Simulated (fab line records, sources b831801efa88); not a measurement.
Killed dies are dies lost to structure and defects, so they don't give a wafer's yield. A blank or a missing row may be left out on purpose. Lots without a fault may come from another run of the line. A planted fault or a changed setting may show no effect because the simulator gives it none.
Chamber matching | flow gf180mcu | GF_V5_CMP_26 on cmp-02: 4 sister chambers
The step polishes, stops on SiO2, t overpolish 15 s, target thk 0 nm. 14 wafers are shown with their chamber, then 7 later ones without.

WAFERS WITH THEIR CHAMBER
wafer  | chamber | motor_current_A (A) | platen_rpm (rpm) | time_to_endpoint_s (s)
L652.1 | 2       | 11.7                | 60.01            | 85
L652.4 | 1       | 10.6                | 60.01            | 87
L652.5 | 2       | 11.1                | 60.01            | 86
L654.2 | 1       | 10.5                | 60.03            | 90
L654.3 | 0       | 13.2                | 60.06            | 91
L654.5 | 2       | 11.3                | 60.02            | 86
L655.1 | 1       | 10.5                | 59.99            | 86
L655.2 | 2       | 11.2                | 59.99            | 86
L655.4 | 3       | 8.9                 | 59.99            | 85
L661.1 | 3       | 9.2                 | 59.97            | 83
L661.2 | 1       | 10.9                | 60.01            | 87
L661.5 | 0       | 11.9                | 60.06            | 87
L666.3 | 2       | 10.9                | 59.96            | 85
L666.5 | 2       | 10.8                | 60.02            | 88

SIGNATURES (means of the wafers above)
reading            | chamber 0 | chamber 1 | chamber 2 | chamber 3 | scatter within a chamber
motor_current_A    | 12.550    | 10.625    | 11.167    | 9.050     | 0.389
platen_rpm         | 60.0600   | 60.0100   | 60.0017   | 59.9800   | 0.0192
time_to_endpoint_s | 89.00     | 87.50     | 86.00     | 84.00     | 1.58
Rule: a wafer's distance from a chamber is the root of the sum, over the readings, of the square of ((its reading less the chamber's mean) divided by the reading's scatter). The wafer belongs to the nearest chamber; if the next one is less than 2 further off, it can't be placed. The scatter: the root of (the sum of the squares of (reading less its chamber's mean) over the shown wafers, divided by (wafers less chambers)).

WAFERS WITHOUT THEIR CHAMBER
wafer  | motor_current_A (A) | platen_rpm (rpm) | time_to_endpoint_s (s)
L666.6 | 10.1                | 60.02            | 85
L670.1 | 11.5                | 60.03            | 80
L670.2 | 9.5                 | 60.02            | 83
L670.5 | 12.1                | 60.02            | 83
L671.1 | 10.1                | 59.91            | 83
L671.2 | 12.1                | 60.01            | 83
L671.3 | 10.7                | 59.98            | 83

WHICH CHAMBER EACH WENT THROUGH
wafer  | from the rows above          | in truth
L666.6 | can't be placed: 1 or 2 or 3 | 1
L670.1 | can't be placed: 2 or 1      | 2
L670.2 | can't be placed: 3 or 1      | 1
L670.5 | can't be placed: 2 or 0 or 1 | 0
L671.1 | can't be placed: 3 or 2 or 1 | 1
L671.2 | can't be placed: 2 or 1 or 0 | 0
L671.3 | can't be placed: 2 or 1 or 3 | 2
Placed correctly: 0 of 7. Can't be placed from these rows: 7 (the true chamber is among the candidates in 7). Placed wrongly: 0.
